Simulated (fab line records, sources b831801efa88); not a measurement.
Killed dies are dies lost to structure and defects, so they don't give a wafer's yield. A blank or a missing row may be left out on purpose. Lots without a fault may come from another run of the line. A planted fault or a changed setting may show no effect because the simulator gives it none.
A struck lot beside a sound one | flow sfq_line | 13 steps out of a route of 325
Sound: wafers L779.1, L779.3, L779.4. Struck: wafers L791.2, L791.6. (L791.1 of the same lot was not struck and is left out.) The cause comes at the end.
At each step with rows: each side's tool, then ch and its chambers, then its first start. Under that, the readings that differ: sound wafers | struck wafers | difference of the means | sigmas: that difference in standard deviations of wafers without a fault.
alike: readings whose means differ by less than 2 such deviations, and words and numbers that are the same on both sides. not compared: withheld readings, readings that some wafer has no value for, bounds like >300 that may hide the same value, and numbers for which the record gives no deviation and whose values overlap.
The two part at a step that has a row with sigmas, a row that says differs or no value, or rows on one side only. Numbers that don't overlap but have no deviation are shown without sigmas and don't part them. A reading that every wafer of one side lacks parts them only if that side has two wafers or more.

SFQ_INCOMING_BOW_MEAS_900:
  sound on film_metro-04, day 1 15:00; struck on film_metro-01, day 4 03:00
  alike: INCOMING_BOW
then, 1 step without rows for these wafers: SFQ_TRILAYER_INCOMING_OXIDATION_002 (target thk 500 nm, ox time 4939 s).
SFQ_TRILAYER_L0_DEP_SPUTTER_003: material MoNx KI, target thk 40 nm, time 100 s.
  sound on pvd_sputter-03, day 1 17:29; struck on pvd_sputter-03, day 4 05:29
  alike: throttle_valve_pct
SFQ_L0_RS_MEAS_901: measures by four-point-probe.
  sound on film_metro-04, day 1 17:34; struck on film_metro-01, day 4 05:34
  alike: L0_MONX_KI_RS
SFQ_L0_THK_MEAS_902: measures by xrf.
  sound on film_metro-04, day 1 17:41; struck on film_metro-01, day 4 05:41
  alike: L0_MONX_KI_THK
SFQ_TRILAYER_L0_LITHO_COAT_010: resist thk 62 nm.
  sound on litho_track-02 ch 0, day 1 17:44; struck on litho_track-04 ch 0, day 4 05:44
  reading                                              | sound             | struck      | difference | sigmas
  model.BARC_of_TRILAYER_L0_LITHO_COAT_010.thk_nm (nm) | 61.99 61.62 61.94 | 67.64 67.45 | +5.70      |
then, 5 steps without rows for these wafers: SFQ_TRILAYER_L0_LITHO_COAT_005 (resist thk 600 nm); SFQ_TRILAYER_L0_LITHO_SOFTBAKE_009; SFQ_TRILAYER_L0_LITHO_EXPOSE_006 (exposes mask L0, target cd 2000 nm); SFQ_TRILAYER_L0_LITHO_PEB_008 (peb time 60 s); SFQ_TRILAYER_L0_LITHO_DEVELOP_007 (time 60 s).
SFQ_TRILAYER_L0_BARC_OPEN_METAL_ETCH_010: etches BARC in O2, target depth 125 nm, time 41.7 s.
  sound on rie_metal-04 ch 0,1, day 3 18:35; struck on rie_metal-02 ch 0,1, day 5 18:31
  reading                  | sound             | struck      | difference | sigmas
  oes_product_au (a.u.)    | 0.676 0.682 0.681 | 0.707 0.721 | +0.034     | +7
  model.etch.depth_nm (nm) | 61.99 61.62 61.94 | 67.64 67.45 | +5.70      |
  alike: drypump_motor_current_A
  not compared: rf_hours_counter_h
SFQ_TRILAYER_L0_ETCH_METAL_ETCH_008: etches MoNx KI in SF6/O2, stops on SiO2, target depth 50 nm, time 25 s.
  sound on rie_metal-04 ch 0,1, day 3 18:38; struck on rie_metal-02 ch 0,1, day 5 18:34
  alike: drypump_motor_current_A, oes_product_au
  not compared: rf_hours_counter_h

WHERE THEY PART
Only at SFQ_TRILAYER_L0_BARC_OPEN_METAL_ETCH_010, within this record. Later steps at which nothing parts them and some readings are alike: SFQ_TRILAYER_L0_ETCH_METAL_ETCH_008.

WHY: what the simulator had put in
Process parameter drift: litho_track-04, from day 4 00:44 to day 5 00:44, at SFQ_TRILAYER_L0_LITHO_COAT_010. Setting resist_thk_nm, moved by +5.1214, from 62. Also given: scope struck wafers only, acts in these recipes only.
